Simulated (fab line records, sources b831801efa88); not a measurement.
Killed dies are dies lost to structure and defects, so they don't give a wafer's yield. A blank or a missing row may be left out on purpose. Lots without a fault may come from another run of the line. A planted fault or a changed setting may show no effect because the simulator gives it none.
A sampling plan put to the test | flow sky130 | one fab line, 41 faults that these records tell of, each judged on the records of the lots that it struck
The plan is the line's own looks: the steps of the route at which a gauge or an inspection reads the wafer and doesn't change it. A look can be judged if struck wafers have a number there and the file gives its usual mean and standard deviation on fault-free wafers. Caught: at a look after the fault's first step, the mean of the struck wafers lies 4 or more of those standard deviations (sigma) from the usual mean. On the tool: the same test on the tool's own readings at the fault's steps. Another recipe on the struck wafers, or a record that is blank for them alone, also counts as caught.

THE FAULTS, as the simulator had put them in
1. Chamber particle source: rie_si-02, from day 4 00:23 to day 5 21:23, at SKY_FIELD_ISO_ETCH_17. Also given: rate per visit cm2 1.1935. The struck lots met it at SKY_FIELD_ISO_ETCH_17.
2. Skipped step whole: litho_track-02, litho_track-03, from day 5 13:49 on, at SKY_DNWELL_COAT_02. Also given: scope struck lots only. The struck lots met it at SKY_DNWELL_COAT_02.
3. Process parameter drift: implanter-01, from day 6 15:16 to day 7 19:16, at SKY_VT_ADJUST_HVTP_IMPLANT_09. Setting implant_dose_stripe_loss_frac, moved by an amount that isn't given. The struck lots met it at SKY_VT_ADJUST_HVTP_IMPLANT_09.
4. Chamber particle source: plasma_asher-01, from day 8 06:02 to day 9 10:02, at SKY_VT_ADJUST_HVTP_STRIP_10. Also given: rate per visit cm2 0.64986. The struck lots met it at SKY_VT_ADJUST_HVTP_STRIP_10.
5. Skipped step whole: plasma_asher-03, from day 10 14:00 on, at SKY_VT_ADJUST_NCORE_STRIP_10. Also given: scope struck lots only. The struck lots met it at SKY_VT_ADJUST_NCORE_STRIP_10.
6. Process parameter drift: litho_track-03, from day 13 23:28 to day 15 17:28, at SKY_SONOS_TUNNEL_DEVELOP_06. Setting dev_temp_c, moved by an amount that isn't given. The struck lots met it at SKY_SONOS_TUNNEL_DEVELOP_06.
7. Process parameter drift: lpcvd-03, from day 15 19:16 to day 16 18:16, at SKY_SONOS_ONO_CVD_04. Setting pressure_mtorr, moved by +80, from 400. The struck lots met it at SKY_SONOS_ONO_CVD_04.
8. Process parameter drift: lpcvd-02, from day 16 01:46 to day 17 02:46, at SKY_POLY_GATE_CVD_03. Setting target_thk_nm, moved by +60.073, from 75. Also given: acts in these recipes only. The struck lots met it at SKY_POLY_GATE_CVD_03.
9. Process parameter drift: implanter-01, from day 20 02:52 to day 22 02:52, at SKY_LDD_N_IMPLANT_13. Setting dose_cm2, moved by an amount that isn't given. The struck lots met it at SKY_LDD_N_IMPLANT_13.
10. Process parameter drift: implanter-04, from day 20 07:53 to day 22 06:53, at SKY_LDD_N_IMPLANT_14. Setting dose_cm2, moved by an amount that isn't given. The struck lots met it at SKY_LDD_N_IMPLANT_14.
11. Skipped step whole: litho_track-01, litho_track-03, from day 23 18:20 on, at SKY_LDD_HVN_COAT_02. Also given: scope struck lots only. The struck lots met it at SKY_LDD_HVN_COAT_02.
12. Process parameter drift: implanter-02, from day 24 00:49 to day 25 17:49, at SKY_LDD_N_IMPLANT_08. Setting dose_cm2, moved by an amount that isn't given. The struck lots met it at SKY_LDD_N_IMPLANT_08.
13. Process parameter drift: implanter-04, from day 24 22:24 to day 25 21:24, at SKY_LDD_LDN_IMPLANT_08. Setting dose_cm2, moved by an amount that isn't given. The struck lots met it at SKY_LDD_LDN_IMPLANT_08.
14. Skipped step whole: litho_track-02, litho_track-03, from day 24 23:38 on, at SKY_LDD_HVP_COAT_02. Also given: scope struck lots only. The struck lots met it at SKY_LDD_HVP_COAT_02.
15. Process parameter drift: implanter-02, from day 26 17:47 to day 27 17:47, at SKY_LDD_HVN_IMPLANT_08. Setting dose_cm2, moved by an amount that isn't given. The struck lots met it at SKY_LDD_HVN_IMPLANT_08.
16. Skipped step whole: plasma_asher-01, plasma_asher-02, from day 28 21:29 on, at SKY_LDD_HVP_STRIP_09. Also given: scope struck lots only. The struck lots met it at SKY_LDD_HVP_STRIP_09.
17. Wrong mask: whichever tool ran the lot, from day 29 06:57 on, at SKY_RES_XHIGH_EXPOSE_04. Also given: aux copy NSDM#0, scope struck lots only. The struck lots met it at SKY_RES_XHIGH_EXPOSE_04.
18. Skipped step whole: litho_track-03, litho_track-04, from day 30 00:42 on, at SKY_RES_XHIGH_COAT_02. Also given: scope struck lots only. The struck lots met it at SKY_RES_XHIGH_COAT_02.
19. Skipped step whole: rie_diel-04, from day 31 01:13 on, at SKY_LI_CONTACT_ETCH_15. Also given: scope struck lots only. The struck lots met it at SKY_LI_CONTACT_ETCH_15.
20. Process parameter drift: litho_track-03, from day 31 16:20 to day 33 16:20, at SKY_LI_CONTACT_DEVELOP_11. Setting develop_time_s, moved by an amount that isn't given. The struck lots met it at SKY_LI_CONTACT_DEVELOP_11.
21. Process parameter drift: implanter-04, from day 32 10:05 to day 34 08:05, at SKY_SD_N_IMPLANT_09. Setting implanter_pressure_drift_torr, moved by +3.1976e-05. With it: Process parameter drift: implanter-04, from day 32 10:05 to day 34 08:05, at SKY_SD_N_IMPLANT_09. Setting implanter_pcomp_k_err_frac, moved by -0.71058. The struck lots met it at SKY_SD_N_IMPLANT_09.
22. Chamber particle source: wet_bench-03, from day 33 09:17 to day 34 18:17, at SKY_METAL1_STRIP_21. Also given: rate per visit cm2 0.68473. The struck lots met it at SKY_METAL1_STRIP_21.
23. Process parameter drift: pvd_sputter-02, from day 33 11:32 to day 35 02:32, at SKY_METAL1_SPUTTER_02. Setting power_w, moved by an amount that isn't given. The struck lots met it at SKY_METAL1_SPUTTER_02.
24. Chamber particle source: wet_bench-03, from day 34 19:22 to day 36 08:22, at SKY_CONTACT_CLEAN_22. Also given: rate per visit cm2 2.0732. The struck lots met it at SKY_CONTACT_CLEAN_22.
25. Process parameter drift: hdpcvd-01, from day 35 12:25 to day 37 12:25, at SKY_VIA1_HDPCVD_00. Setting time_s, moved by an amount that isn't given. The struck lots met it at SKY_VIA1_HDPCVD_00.
26. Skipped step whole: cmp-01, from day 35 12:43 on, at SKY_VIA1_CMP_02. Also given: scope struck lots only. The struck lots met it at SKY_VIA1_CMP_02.
27. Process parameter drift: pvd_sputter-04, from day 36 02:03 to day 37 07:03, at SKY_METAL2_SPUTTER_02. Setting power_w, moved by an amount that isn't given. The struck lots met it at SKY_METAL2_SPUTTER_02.
28. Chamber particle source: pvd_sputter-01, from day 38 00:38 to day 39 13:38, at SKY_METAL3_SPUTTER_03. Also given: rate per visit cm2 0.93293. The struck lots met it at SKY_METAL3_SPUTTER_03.
29. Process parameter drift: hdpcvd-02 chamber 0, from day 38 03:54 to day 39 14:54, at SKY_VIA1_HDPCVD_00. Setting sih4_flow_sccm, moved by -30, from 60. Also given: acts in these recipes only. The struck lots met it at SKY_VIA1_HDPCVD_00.
30. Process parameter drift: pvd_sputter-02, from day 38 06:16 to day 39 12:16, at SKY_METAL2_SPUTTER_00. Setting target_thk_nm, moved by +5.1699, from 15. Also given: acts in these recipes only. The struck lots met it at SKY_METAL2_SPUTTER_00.
31. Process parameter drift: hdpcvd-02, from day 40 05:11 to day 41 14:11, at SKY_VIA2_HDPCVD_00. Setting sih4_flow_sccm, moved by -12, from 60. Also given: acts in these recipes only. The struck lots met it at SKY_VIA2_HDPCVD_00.
32. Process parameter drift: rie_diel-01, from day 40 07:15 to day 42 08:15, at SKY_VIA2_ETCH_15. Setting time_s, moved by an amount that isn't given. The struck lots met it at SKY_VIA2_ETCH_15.
33. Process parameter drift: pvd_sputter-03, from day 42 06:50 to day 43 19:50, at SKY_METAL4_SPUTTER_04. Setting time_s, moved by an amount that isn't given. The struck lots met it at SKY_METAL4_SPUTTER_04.
34. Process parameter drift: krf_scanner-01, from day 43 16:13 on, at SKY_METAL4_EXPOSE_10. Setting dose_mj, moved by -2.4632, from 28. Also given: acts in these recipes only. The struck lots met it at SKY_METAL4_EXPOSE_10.
35. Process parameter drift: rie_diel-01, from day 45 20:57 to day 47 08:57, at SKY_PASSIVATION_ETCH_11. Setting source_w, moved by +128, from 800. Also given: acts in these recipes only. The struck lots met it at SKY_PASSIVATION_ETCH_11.
36. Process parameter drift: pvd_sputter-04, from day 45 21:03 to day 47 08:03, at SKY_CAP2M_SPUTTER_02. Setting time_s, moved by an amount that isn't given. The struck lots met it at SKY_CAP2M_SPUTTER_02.
37. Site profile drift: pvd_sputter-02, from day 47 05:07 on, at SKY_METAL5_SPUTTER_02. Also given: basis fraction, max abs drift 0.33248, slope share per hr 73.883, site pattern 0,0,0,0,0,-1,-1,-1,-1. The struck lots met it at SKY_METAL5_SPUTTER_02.
38. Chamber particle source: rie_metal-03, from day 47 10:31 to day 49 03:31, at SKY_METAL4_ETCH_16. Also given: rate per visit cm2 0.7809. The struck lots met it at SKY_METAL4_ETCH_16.
39. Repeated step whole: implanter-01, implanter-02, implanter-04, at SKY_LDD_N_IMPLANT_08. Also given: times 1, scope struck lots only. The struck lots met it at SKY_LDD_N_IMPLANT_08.
40. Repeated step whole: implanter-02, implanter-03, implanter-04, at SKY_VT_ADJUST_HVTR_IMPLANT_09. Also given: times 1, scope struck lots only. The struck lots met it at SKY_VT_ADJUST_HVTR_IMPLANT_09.
41. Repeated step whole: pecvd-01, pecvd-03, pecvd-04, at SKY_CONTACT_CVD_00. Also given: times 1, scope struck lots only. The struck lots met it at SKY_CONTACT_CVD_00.

WHAT THE PLAN SAW
fault | on the tool itself                               | first look that catches it                      | reading, sigma                                           | median hours from its first step to that look | hours from the fault's start to the first struck lot there | judged looks passed uncaught
1     | under 2 sigma                                    | not the one look that can be judged after it    | -                                                        | -                                             | -                                                          | 1
2     | the tool's record is blank for the struck wafers | SKY_PWDE_TW_MEAS_10                             | PWDE_TW +99 or beyond                                    | 29.2                                          | 32                                                         | 0
3     | under 2 sigma                                    | SKY_VT_ADJUST_HVTP_TW_MEAS_11                   | VT_ADJUST_HVTP_TW -11                                    | 0.2                                           | 6                                                          | 0
4     | under 2 sigma                                    | none of the 2 looks that can be judged after it | -                                                        | -                                             | -                                                          | 2
5     | the tool's record is blank for the struck wafers | SKY_VT_ADJUST_HVTR_TW_MEAS_11                   | VT_ADJUST_HVTR_TW -57                                    | 24.1                                          | 29                                                         | 1
6     | developer_temp_C -23 sigma                       | not the one look that can be judged after it    | strongest: cd_nm at SKY_SONOS_TUNNEL_CD_MEAS_07, +2.3    | -                                             | -                                                          | 1
7     | pressure_mtorr +99 or beyond sigma               | SKY_SONOS_ONO_THK_MEAS_05                       | SONOS_ONO_CVD_04_THK +6.4                                | 1.3                                           | 6                                                          | 0
8     | under 2 sigma                                    | SKY_POLY_GATE_THK_MEAS_04                       | POLY_GATE_CVD_03_THK +88                                 | 1.4                                           | 9                                                          | 0
9     | dose_ions_cm2 +99 or beyond sigma                | no look after it can be judged                  | -                                                        | -                                             | -                                                          | 0
10    | dose_ions_cm2 -99 or beyond sigma                | no look after it can be judged                  | -                                                        | -                                             | -                                                          | 0
11    | the tool's record is blank for the struck wafers | SKY_LDD_HVP_TW_MEAS_10                          | LDD_HVP_TW +99 or beyond                                 | 44.7                                          | 45                                                         | 0
12    | dose_ions_cm2 +99 or beyond sigma                | SKY_LDD_N_TW_MEAS_17                            | LDD_N_TW +9.1                                            | 1.3                                           | 13                                                         | 0
13    | dose_ions_cm2 -99 or beyond sigma                | none of the 2 looks that can be judged after it | strongest: LDD_LDN_TW at SKY_LDD_LDN_TW_MEAS_13, -3.2    | -                                             | -                                                          | 2
14    | the tool's record is blank for the struck wafers | no look after it can be judged                  | -                                                        | -                                             | -                                                          | 0
15    | dose_ions_cm2 +99 or beyond sigma                | SKY_LDD_HVN_TW_MEAS_10                          | LDD_HVN_TW +88                                           | 0.2                                           | 7                                                          | 0
16    | the tool's record is blank for the struck wafers | SKY_LDD_LDN_TW_MEAS_13                          | LDD_LDN_TW -57                                           | 30.2                                          | 39                                                         | 0
17    | no reading that can be judged                    | SKY_RES_XHIGH_TW_MEAS_09                        | RES_XHIGH_TW -99 or beyond                               | 12.1                                          | 26                                                         | 0
18    | the tool's record is blank for the struck wafers | not the one look that can be judged after it    | -                                                        | -                                             | -                                                          | 1
19    | the tool's record is blank for the struck wafers | no look after it can be judged                  | -                                                        | -                                             | -                                                          | 0
20    | under 2 sigma                                    | none of the 2 looks that can be judged after it | strongest: cd_nm at SKY_LI_CONTACT_CD_MEAS_12, -2.3      | -                                             | -                                                          | 2
21    | end_station_pressure_torr +25 sigma              | SKY_SD_N_RS_MEAS_16                             | SD_N_RS -7.4                                             | 0.7                                           | 3                                                          | 0
22    | no reading that can be judged                    | none of the 2 looks that can be judged after it | -                                                        | -                                             | -                                                          | 2
23    | cathode_dc_power_W +99 or beyond sigma           | SKY_METAL1_RS_MEAS_05                           | METAL1_ALCU_RS -17                                       | 0.1                                           | 13                                                         | 0
24    | no reading that can be judged                    | no look after it can be judged                  | -                                                        | -                                             | -                                                          | 0
25    | run_length_s -13 sigma                           | not the one look that can be judged after it    | strongest: VIA1_HDPCVD_THK at SKY_VIA1_THK_MEAS_01, -3.6 | -                                             | -                                                          | 1
26    | the tool's record is blank for the struck wafers | SKY_VIA1_BOW_MEAS_03                            | VIA1_BOW +4.6                                            | 0.2                                           | 4                                                          | 0
27    | cathode_dc_power_W -99 or beyond sigma           | SKY_METAL2_RS_MEAS_05                           | METAL2_ALCU_RS +12                                       | 0.1                                           | 18                                                         | 0
28    | under 2 sigma                                    | none of the 2 looks that can be judged after it | -                                                        | -                                             | -                                                          | 2
29    | sih4_flow_sccm -99 or beyond sigma               | SKY_VIA1_THK_MEAS_01                            | VIA1_HDPCVD_THK -52                                      | 0.1                                           | 1                                                          | 0
30    | under 2 sigma                                    | no look after it can be judged                  | -                                                        | -                                             | -                                                          | 0
31    | sih4_flow_sccm -63 sigma                         | SKY_VIA2_THK_MEAS_01                            | VIA2_HDPCVD_THK -19                                      | 0.1                                           | 1                                                          | 0
32    | run_length_s +8.3 sigma                          | no look after it can be judged                  | -                                                        | -                                             | -                                                          | 0
33    | under 2 sigma                                    | no look after it can be judged                  | -                                                        | -                                             | -                                                          | 0
34    | exposure_dose_mJ_cm2 -50 sigma                   | SKY_METAL4_CD_MEAS_13                           | cd_nm +8.7                                               | 11.8                                          | 11                                                         | 0
35    | rf_fwd_power_W +53 sigma                         | no look after it can be judged                  | -                                                        | -                                             | -                                                          | 0
36    | under 2 sigma                                    | none of the 2 looks that can be judged after it | strongest: CAP2M_TIN_RS at SKY_CAP2M_RS_MEAS_03, -3.6    | -                                             | -                                                          | 2
37    | under 2 sigma                                    | SKY_METAL5_RS_MEAS_05                           | METAL5_ALCU_RS +22                                       | 0.1                                           | 6                                                          | 0
38    | under 2 sigma                                    | no look after it can be judged                  | -                                                        | -                                             | -                                                          | 0
39    | under 2 sigma                                    | no look after it can be judged                  | -                                                        | -                                             | -                                                          | 0
40    | under 2 sigma                                    | SKY_VT_ADJUST_HVTR_TW_MEAS_11                   | VT_ADJUST_HVTR_TW +15                                    | 0.6                                           | -                                                          | 0
41    | under 2 sigma                                    | SKY_CONTACT_THK_MEAS_01                         | CONTACT_CVD_00_THK +89                                   | 0.3                                           | -                                                          | 0
A dash: the fault isn't caught, or these records don't give the number.

Caught at a look: 20 of 41. Caught on the tool: 24 of 41. By one or the other: 30 of 41.
Caught on the tool alone: faults 6, 9, 10, 13, 14, 18, 19, 25, 32, 35.
Caught at a look alone: faults 3, 8, 17, 37, 40, 41.
Caught by neither: faults 1, 4, 20, 22, 24, 28, 30, 33, 36, 38, 39.

THINNER SAMPLING
If the look that catches a fault measured only every second or every third lot, by lot number, the first struck lot would be measured this late in the worst case:
fault | struck lots at that look, in order of time | every lot | every second lot | every third lot
2     | L190, L191, L192                           | 32 h      | 42 h             | 46 h
3     | L382, L385                                 | 6 h       | 24 h             | may miss all 2
5     | L295, L296                                 | 29 h      | 42 h             | may miss all 2
7     | L214, L215                                 | 6 h       | 23 h             | may miss all 2
8     | L271, L273, L272                           | 9 h       | 17 h             | 17 h
11    | L434, L433, L435                           | 45 h      | 50 h             | 63 h
12    | L742, L743                                 | 13 h      | 15 h             | may miss all 2
15    | L273, L274                                 | 7 h       | 9 h              | may miss all 2
16    | L181, L182                                 | 39 h      | 40 h             | may miss all 2
17    | L533                                       | 26 h      | may miss it      | may miss it
21    | L706, L711                                 | 3 h       | 32 h             | may miss all 2
23    | L803, L807                                 | 13 h      | may miss all 2   | may miss all 2
26    | L323, L324, L326                           | 4 h       | 4 h              | may miss all 3
27    | L180, L183                                 | 18 h      | 19 h             | may miss all 2
29    | L342                                       | 1 h       | may miss it      | may miss it
31    | L416, L418                                 | 1 h       | may miss all 2   | may miss all 2
34    | L568, L569, L572                           | 11 h      | 25 h             | may miss all 3
37    | L442, L445                                 | 6 h       | 28 h             | may miss all 2
Hours are from the fault's start to the first struck lot that is measured. The limit of 4 sigma was tested on all struck wafers together, so one lot alone may lie under it. Other struck lots may not be in these records.

THE LONGEST TIMED WAY FROM STEP TO LOOK
Fault 11: a median of 44.7 hours passes between SKY_LDD_HVN_COAT_02 and SKY_LDD_HVP_TW_MEAS_10. No look between them can be judged.
